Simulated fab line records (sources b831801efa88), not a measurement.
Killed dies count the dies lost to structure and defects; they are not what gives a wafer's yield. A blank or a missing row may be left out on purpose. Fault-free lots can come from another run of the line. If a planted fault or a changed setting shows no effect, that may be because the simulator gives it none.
Which tool was responsible?	flow gf180mcu	43 wafers from 15 lots sampled at 5 of the route's 602 steps

WHAT THE GAUGES SHOWED, per wafer
GF_STI_BOW_MEAS_00.
lot	measured	on	INCOMING_BOW (um)
L531	day 1 10:00	film metro-03	-4 -2 -10
L532	day 1 15:00	film metro-03	-8 6 0
L533	day 1 20:01	film metro-03	1 10 -2
L534	day 2 01:00	film metro-04	4 9 -1
L535	day 2 06:00	film metro-03	-2 -3 5
L536	day 2 11:04	film metro-04	3 -4 5
L537	day 2 16:00	film metro-04	5 7 2
L538	day 2 21:01	film metro-03	2 -13 -8
L539	day 3 02:00	film metro-02	6 -4 2
L540	day 3 07:00	film metro-03	1 0 -4
L542	day 3 17:00	film metro-03	1 6 -5
L549	day 5 04:05	film metro-02	-3 7
L550	day 5 09:04	film metro-03	-4 2
L551	day 5 14:00	film metro-04	6 -6 5
L554	day 6 05:01	film metro-03	5 8 -2

GF_VT_IMPLANT_TW_MEAS_32.
lot	measured	on	VT_IMPLANT_3_TW
L531	day 6 20:11	film metro-01	270.2 270.6 268.5
L532	day 7 02:11	film metro-01	269.8 271.5 270.9
L533	day 7 09:20	film metro-01	270.6 270.0 269.7
L534	day 7 16:57	film metro-01	269.8 271.1 271.4
L535	day 8 00:52	film metro-01	269.9 270.0 270.4
L536	day 8 06:37	film metro-02	269.9 269.1 267.7
L537	day 8 14:37	film metro-01	269.1 269.3 268.7
L538	day 8 19:13	film metro-02	269.0 268.8 269.7
L539	day 9 02:32	film metro-01	269.7 269.2 269.1
L540	day 9 08:47	film metro-04	267.3 267.4 268.0
L542	day 9 20:52	film metro-04	267.1 268.4 267.9
L549	day 11 19:49	film metro-02	269.6 269.0
L550	day 12 00:17	film metro-02	268.0 268.6
L551	day 12 08:19	film metro-04	268.7 267.8 267.8
L554	day 13 01:55	film metro-01	268.9 269.9 269.2

GF_CONTACT_OVL_MEAS_15.
lot	measured	on	CONTACT_OVL (nm)
L531	day 16 01:19	overlay-01	2 -3 -1
L532	day 16 08:04	overlay-01	3 0 1
L533	day 16 19:28	overlay-02	10 15 2
L534	day 17 05:52	overlay-01	2 7 -4
L535	day 17 13:53	overlay-02	-1 4 4
L536	day 18 01:23	overlay-02	4 7 4
L537	day 18 12:13	overlay-02	6 5 9
L538	day 18 22:19	overlay-02	1 -8 -1
L539	day 19 05:25	overlay-02	-2 4 6
L540	day 19 13:49	overlay-02	-4 3 -2
L542	day 20 04:13	overlay-02	8 6 0
L549	day 22 16:25	overlay-01	-1 -6
L550	day 22 23:04	overlay-02	7 -3
L551	day 23 09:20	overlay-01	15 3 6
L554	day 24 03:50	overlay-01	5 6 11

EACH LOT AND THE TOOL THAT RAN IT (in order: tool; ch and the chambers of the sampled wafers; start)
lot	GF_STI_ETCH_14	GF_STI_STRIP_15
L531	rie si-02 ch 1,2,3, day 2 02:13	plasma asher-02 ch 0,1, day 2 02:17
L532	rie si-01 ch 0,1,3, day 2 06:35	plasma asher-03 ch 0,1, day 2 06:40
L533	rie si-01 ch 2,3, day 2 11:23	plasma asher-03 ch 0,1, day 2 11:28
L534	rie si-01 ch 1,2,3, day 2 16:47	plasma asher-02 ch 0,1, day 2 16:52
L535	rie si-01 ch 0,3, day 2 22:28	plasma asher-03 ch 0,1, day 2 22:32
L536	rie si-02 ch 0,1,3, day 3 02:50	plasma asher-01 ch 0,1, day 3 02:57
L537	rie si-02 ch 0,3, day 3 08:18	plasma asher-03 ch 0,1, day 3 08:22
L538	rie si-02 ch 1,2,3, day 3 13:47	plasma asher-01 ch 0,1, day 3 13:52
L539	rie si-01 ch 0,1,2, day 3 18:46	plasma asher-03 ch 1, day 3 18:50
L540	rie si-01 ch 0,1,3, day 3 23:41	plasma asher-01 ch 0,1, day 3 23:46
L542	rie si-02 ch 0,2, day 4 10:05	plasma asher-01 ch 0,1, day 4 10:10
L549	rie si-02 ch 0,1, day 5 22:14	plasma asher-02 ch 0,1, day 5 22:20
L550	rie si-02 ch 1,3, day 6 02:23	plasma asher-02 ch 0,1, day 6 02:30
L551	rie si-02 ch 1,2,3, day 6 09:07	plasma asher-01 ch 1, day 6 09:11
L554	rie si-01 ch 1,2,3, day 7 00:00	plasma asher-01 ch 0,1, day 7 00:04
- GF_STI_ETCH_14: etches Si in HBr/Cl2/O2, target depth 360 nm, time 102.9 s.
- GF_STI_STRIP_15: strips in O2/N2.

AS READ BY THE TOOLS THEMSELVES (means over the sampled wafers that have a number; for cases with no such wafer, the mark the record gives instead)
GF_STI_ETCH_14.
lot	tool	drypump motor current A (A)	he backside leak sccm (sccm)	oes product au (a.u.)	run length s (s)	throttle valve pct (%)
L531	rie si-02	5.8	2.69	1.004	131.3	25.654
L532	rie si-01	5.3	2.81	1.002	131.0	25.644
L533	rie si-01	5.7	2.87	1.002	130.4	25.657
L534	rie si-01	5.7	2.81	0.993	130.7	25.655
L535	rie si-01	5.1	2.77	1.000	131.3	25.654
L536	rie si-02	6.0	2.89	1.004	131.2	25.653
L537	rie si-02	5.9	3.55	0.994	131.1	25.656
L538	rie si-02	5.8	2.80	1.002	131.4	25.657
L539	rie si-01	5.5	2.89	0.988	131.3	25.671
L540	rie si-01	5.3	2.72	0.997	131.0	25.652
L542	rie si-02	6.2	2.76	0.998	131.0	25.657
L549	rie si-02	6.2	2.98	1.001	107.9	25.657
L550	rie si-02	5.9	2.87	1.002	107.7	25.645
L551	rie si-02	5.8	2.75	1.001	115.7	25.654
L554	rie si-01	5.7	2.67	0.994	130.7	25.666

GF_STI_STRIP_15.
lot	tool	drypump motor current A (A)	heater power w (W)	oes product au (a.u.)	strip time to endpoint s (s)
L531	plasma asher-02	5.7	323	0.384	3.70
L532	plasma asher-03	5.5	353	0.381	3.71
L533	plasma asher-03	5.8	354	0.383	3.69
L534	plasma asher-02	5.6	330	0.386	3.76
L535	plasma asher-03	5.8	353	0.385	3.70
L536	plasma asher-01	5.5	310	0.384	3.66
L537	plasma asher-03	5.5	353	0.383	3.75
L538	plasma asher-01	5.6	310	0.385	3.71
L539	plasma asher-03	5.3	345	0.383	3.73
L540	plasma asher-01	5.6	312	0.378	3.73
L542	plasma asher-01	5.6	311	0.384	3.77
L549	plasma asher-02	5.6	347	0.395	4.00
L550	plasma asher-02	5.6	341	0.403	4.00
L551	plasma asher-01	5.2	329	0.392	3.95
L554	plasma asher-01	5.8	291	0.387	3.75

THE ANSWER, worked out from the rows above alone
Rule: what is usual is taken from the lots themselves. The widest of any qualifying gaps counts: lots, ordered by their means at a reading, are off when they make up no more than a third of the lots, leave a main group of 4 or more, and stand apart from it by 3 or more times the standard deviation of that group's means. Not used: any main group whose means are identical at the precision the tables above print for the reading. A lot without any number at a reading at which 4 lots or more have one is off too. Where the step has rows for the other lots, those lots are counted as sound. Order of review: gauges by route order, followed by the tools' own readings, for which a lot's mean as printed above is used. At the first step where some lot is off, the reading lying furthest off is the one used; lots without a number count as furthest.
Off at GF_STI_ETCH_14 (run length s): L549, L550, L551. Main group: mean 131.0 s, sd 0.29.
A tool fits if, at that step or a process step before it, it ran every lot that is off, and no sound lot after the first of them. One fits: GF_STI_ETCH_14 on rie si-02. Its last sound lot is L542 (day 4 10:05), its first lot that is off L549 (day 5 22:14): a fault that began between those two fits.
On the lots that are off, the tool's own readings at GF_STI_ETCH_14 differ by more than 5 times the standard deviation of the sound lots' means, which bears it out; run length s reads 110.4 s there versus 131.0 s on the sound lots.

WHAT THE SIMULATOR PUT IN
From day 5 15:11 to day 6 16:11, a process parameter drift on rie si-02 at GF_STI_ETCH_14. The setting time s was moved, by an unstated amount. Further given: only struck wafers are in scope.
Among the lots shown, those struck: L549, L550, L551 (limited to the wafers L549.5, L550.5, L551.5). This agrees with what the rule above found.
